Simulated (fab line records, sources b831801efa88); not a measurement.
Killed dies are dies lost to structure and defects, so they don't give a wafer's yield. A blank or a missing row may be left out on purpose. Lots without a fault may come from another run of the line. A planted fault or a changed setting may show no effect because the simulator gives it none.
A struck lot beside a sound one | flow sfq_line | 18 steps out of a route of 325
Sound: wafers L238.1, L238.2, L238.3. Struck: wafer L247.3. (L247.1 of the same lot was not struck and is left out.) The cause comes at the end.
At each step with rows: each side's tool, then ch and its chambers, then its first start. Under that, the readings that differ: sound wafers | struck wafers | difference of the means | sigmas: that difference in standard deviations of wafers without a fault.
alike: readings whose means differ by less than 2 such deviations, and words and numbers that are the same on both sides. not compared: withheld readings, readings that some wafer has no value for, bounds like >300 that may hide the same value, and numbers for which the record gives no deviation and whose values overlap.
The two part at a step that has a row with sigmas, a row that says differs or no value, or rows on one side only. Numbers that don't overlap but have no deviation are shown without sigmas and don't part them. A reading that every wafer of one side lacks parts them only if that side has two wafers or more.

SFQ_TRILAYER_M6_BARC_OPEN_METAL_ETCH_206: etches BARC in O2, target depth 125 nm, time 41.7 s.
  sound on rie_metal-02 ch 0,1, day 76 02:10; struck on rie_metal-03 ch 0, day 76 21:22
  reading                        | sound              | struck | difference | sigmas
  chamber_pressure_mTorr (mTorr) | 9.984 10.004 9.979 | 10.011 | +0.022     | +2
  alike: drypump_motor_current_A, oes_product_au
  not compared: rf_hours_counter_h
SFQ_TRILAYER_M6_ETCH_METAL_ETCH_162: etches Nb in Cl2/Ar, stops on SiO2, target depth 240 nm, time 120 s.
  sound on rie_metal-02 ch 0,1, day 76 02:14; struck on rie_metal-03 ch 0, day 76 21:26
  alike: chamber_pressure_mTorr, drypump_motor_current_A, oes_product_au
  not compared: rf_hours_counter_h
SFQ_TRILAYER_M6_STRIP_STRIP_163: strips in O2.
  sound on rie_metal-02 ch 0,1, day 76 02:22; struck on rie_metal-03 ch 0, day 76 21:34
  alike: chamber_pressure_mTorr, drypump_motor_current_A, oes_product_au
  not compared: rf_hours_counter_h
then, 1 step without rows for these wafers: SFQ_TRILAYER_M6_STRIP_SOLV_CLEAN_164 (cleans in NMP, time 600 s).
SFQ_TRILAYER_I6_DEP_PECVD_165: deposits SiO2 from SiH4/N2O, time 111.11 s, target thk 500 nm.
  sound on pecvd-04 ch 0,1,2, day 76 03:19; struck on pecvd-04 ch 2, day 76 22:21
  alike: heater_power_w, throttle_valve_pct
then, 1 step without rows for these wafers: SFQ_TRILAYER_I6_CMP_CMP_166 (polishes SiO2).
SFQ_I6_BOW_MEAS_941:
  sound on film_metro-01, day 76 10:27; struck on film_metro-03, day 77 18:01
  reading     | sound    | struck | difference | sigmas
  I6_BOW (um) | 16 29 16 | -11    | -31        | -3
SFQ_TRILAYER_I6_METRO_MEASURE_167:
  sound on film_metro-01, day 76 10:34; struck on film_metro-03, day 77 18:08
  alike: thk_nm
then, 4 steps without rows for these wafers: SFQ_TRILAYER_I6_VIA_LITHO_COAT_174 (resist thk 62 nm); SFQ_TRILAYER_I6_VIA_LITHO_COAT_169 (resist thk 650 nm); SFQ_TRILAYER_I6_VIA_LITHO_SOFTBAKE_173; SFQ_TRILAYER_I6_VIA_LITHO_EXPOSE_170 (exposes mask I6, target cd 700 nm).
-- the record jumps here: 4 days lie between the struck wafers' starts before and after --
SFQ_TRILAYER_I6_VIA_LITHO_PEB_172: peb time 60 s.
  sound on litho_track-01 ch 0, day 76 15:31; struck on litho_track-03 ch 0, day 81 21:43
then, 1 step without rows for these wafers: SFQ_TRILAYER_I6_VIA_LITHO_DEVELOP_171 (time 60 s).
SFQ_I6_OVL_MEAS_942:
  sound on overlay-02, day 76 15:49; struck on overlay-01, day 81 22:01
  alike: I6_OVL
SFQ_TRILAYER_I6_VIA_BARC_OPEN_VIA_ETCH_235: etches BARC in O2, target depth 125 nm, time 41.7 s.
  sound on rie_diel-04 ch 1,2,3, day 76 15:51; struck on rie_diel-04 ch 3, day 81 22:03
  reading             | sound             | struck | difference | sigmas
  model.I6.cd_nm (nm) | 701.5 700.5 699.7 | 758.4  | +57.8      |
  alike: chamber_pressure_mTorr, drypump_motor_current_A, oes_product_au
  not compared: rf_hours_counter_h
SFQ_TRILAYER_I6_VIA_ETCH_VIA_ETCH_172: etches SiO2 in CHF3, stops on Nb, target depth 260 nm.
  sound on rie_diel-04 ch 1,2,3, day 76 15:53; struck on rie_diel-04 ch 3, day 81 22:05
  reading             | sound           | struck | difference | sigmas
  model.I6.cd_nm (nm) | 700.9 700 699.5 | 758.9  | +58.8      |
  alike: chamber_pressure_mTorr, drypump_motor_current_A, oes_product_au
then, 1 step without rows for these wafers: SFQ_TRILAYER_I6_VIA_STRIP_STRIP_173 (strips in O2).

WHERE THEY PART
First at SFQ_TRILAYER_M6_BARC_OPEN_METAL_ETCH_206; last, within this record, at SFQ_I6_BOW_MEAS_941. Later steps at which nothing parts them and some readings are alike: SFQ_TRILAYER_I6_METRO_MEASURE_167, SFQ_I6_OVL_MEAS_942, SFQ_TRILAYER_I6_VIA_BARC_OPEN_VIA_ETCH_235, SFQ_TRILAYER_I6_VIA_ETCH_VIA_ETCH_172.

WHY: what the simulator had put in
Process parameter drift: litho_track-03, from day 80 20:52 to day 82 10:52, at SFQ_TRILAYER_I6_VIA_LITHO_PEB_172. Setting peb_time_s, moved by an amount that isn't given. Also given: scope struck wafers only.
